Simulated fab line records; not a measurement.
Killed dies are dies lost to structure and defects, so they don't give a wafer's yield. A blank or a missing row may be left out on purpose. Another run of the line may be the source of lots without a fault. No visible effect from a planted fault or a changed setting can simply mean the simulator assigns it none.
2 desks looking at one fault ; flow sky130 ; only its own numbers are on each desk; what lay behind them is given at the end

## FROM THE METROLOGY DESK
Lot by lot, what the gauges showed, no matter which tool ran the lot: averages of those sampled wafers that carry a number. Marked OUT: a lot whose mean sits more than 4 standard deviations from the usual mean, which makes it out of limits; the brackets give that distance.
Columns: A = SONOS_ONO_OVL at SKY_SONOS_ONO_OVL_MEAS_14, usual 1.1 nm; B = POLY_GATE_TW at SKY_RES_PROTECT_TW_MEAS_08, usual 4017; C = cdNm at SKY_POLY_GATE_CD_MEAS_13, usual 150.0 nm
lot;first seen here;A;B;C
L841;day 12 18:04;0.2;3963;150.6
L842;day 13 00:44;1.2;4048;151.2
L844;day 14 07:23;1.4;3964;149.5
L845;day 14 12:38;-1.4;4039;151.3
L846;day 14 18:28;1.5;4046;150.8
L848;day 15 10:19;1.6;3971;150.2
L852;day 16 21:04;1.2;3980;149.9
L853;day 17 03:22;2.2;4027;148.1
L854;day 17 15:20;-2.0;4057;149.6
L856;day 18 05:52;1.3;4004;148.6
L859;day 19 19:07;1.0;4039;150.7
L862;day 20 18:25;0.7;4033;148.9
L863;day 20 21:58;1.8;3989;151.6
L864;day 21 09:34;2.1;3983;148.2
Finding of this desk: none of the 14 lots has anything out of limits.

## DESK OF THE TOOL OWNER: lithoTrack-04
At SKY_RES_PROTECT_DEHYDRATE_00 (time 60 s), the tool's own readings, given per lot that ran on this tool as the mean of the sampled wafers with a number. Marked OUT: a lot whose mean sits more than 4 standard deviations from the usual mean, which makes it out of limits; the brackets give that distance.
Columns: A = heaterPowerTotalW at SKY_RES_PROTECT_DEHYDRATE_00, usual 160.38 W; B = plateTempC at SKY_RES_PROTECT_DEHYDRATE_00, usual 200.01 C
lot;first seen here;A;B
L846;day 16 18:47;160.45;200.01
L853;day 19 08:22;160.54;199.81
L854;day 19 19:58;165.47 (+42) OUT;204.96 (+29) OUT
L856;day 20 11:02;165.21 (+40) OUT;204.81 (+28) OUT
L862;day 23 00:10;160.24;199.73
L863;day 23 04:10;160.38;200.10
L864;day 23 15:47;160.35;199.71
Finding of this desk: L854, L856 out of limits; the first was L854 at day 19 19:58, on heaterPowerTotalW at SKY_RES_PROTECT_DEHYDRATE_00. In limits: L846, L853, L862, L863, L864.

## PUT TOGETHER
The tool owner's desk had the chance to raise an alarm at day 19 19:58 on L854, L856.
Metrology desk: nothing out of limits seen.
The metrology desk has L854, L856 on record, within its limits.
On lithoTrack-04, each named lot ran SKY_RES_PROTECT_DEHYDRATE_00.

## WHAT THE SIMULATOR PUT IN
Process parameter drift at SKY_RES_PROTECT_DEHYDRATE_00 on lithoTrack-04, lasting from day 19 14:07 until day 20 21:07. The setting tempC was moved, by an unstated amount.
Lots struck among those shown: L854, L856.
How many hours passed from the start of the fault until each desk's first out-of-limits reading: the tool owner's desk, 6.
